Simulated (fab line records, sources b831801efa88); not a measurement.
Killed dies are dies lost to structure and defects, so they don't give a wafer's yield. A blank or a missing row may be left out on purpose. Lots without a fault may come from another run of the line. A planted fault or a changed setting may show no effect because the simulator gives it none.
One fault seen from 2 desks | flow sky130 | each desk has only its own numbers; what lay behind them comes last

THE METROLOGY DESK
What the gauges read, lot by lot, whatever tool the lot ran on: means of the sampled wafers that have a number. A lot is out of limits, marked OUT, if its mean lies more than 4 standard deviations from the usual mean; the brackets give that distance.
Columns: A = cd_nm at SKY_METAL3_CD_MEAS_13, usual 300.1 nm
lot  | first seen here | A
L998 | day 38 21:49    | 299.8
L999 | day 39 03:10    | 299.4
L100 | day 39 18:50    | 298.3
L101 | day 39 22:29    | 299.1
L102 | day 39 23:41    | 300.7
L103 | day 40 11:14    | 302.7
L104 | day 40 15:29    | 300.5
L105 | day 40 21:31    | 301.8
L106 | day 41 09:26    | 301.6
L107 | day 41 20:02    | 300.2
L109 | day 42 10:35    | 299.2
L110 | day 42 11:59    | 300.6
L115 | day 43 17:49    | 278.5 (-15) OUT
L118 | day 44 12:31    | 257.6 (-30) OUT
This desk's finding: out of limits on L115, L118; first on L115, day 43 17:49 (cd_nm at SKY_METAL3_CD_MEAS_13). In limits: L998, L999, L100, L101, L102, L103, L104, L105, L106, L107, L109, L110.

THE TOOL OWNER'S DESK: krf_scanner-01
The tool's own readings at SKY_METAL3_EXPOSE_10 (exposes mask MM3, target cd 300 nm): means of the sampled wafers that have a number, for each lot that ran on this tool. A lot is out of limits, marked OUT, if its mean lies more than 4 standard deviations from the usual mean; the brackets give that distance.
Columns: A = exposure_dose_mJ_cm2 at SKY_METAL3_EXPOSE_10, usual 27.999
lot  | first seen here | A
L999 | day 38 15:10    | 28.005
L101 | day 39 09:14    | 28.009
L103 | day 40 00:37    | 28.011
L106 | day 40 21:19    | 27.987
L110 | day 42 00:37    | 27.993
L115 | day 43 06:53    | 28.003
L118 | day 44 01:58    | 28.038
This desk's finding: nothing out of limits on any of the 7 lots.

PUT TOGETHER
The metrology desk could have raised an alarm at day 43 17:49, on L115, L118.
The tool owner's desk saw nothing out of limits.
The tool owner's desk has L115, L118 on record, within its limits.
Of the lots named, all ran SKY_METAL3_EXPOSE_10 on krf_scanner-01.

WHAT THE SIMULATOR HAD PUT IN
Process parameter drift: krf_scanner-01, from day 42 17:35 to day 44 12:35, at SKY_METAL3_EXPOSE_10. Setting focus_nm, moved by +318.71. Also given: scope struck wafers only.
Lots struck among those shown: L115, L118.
Hours from the fault's start to each desk's first reading out of limits: the metrology desk, 24.
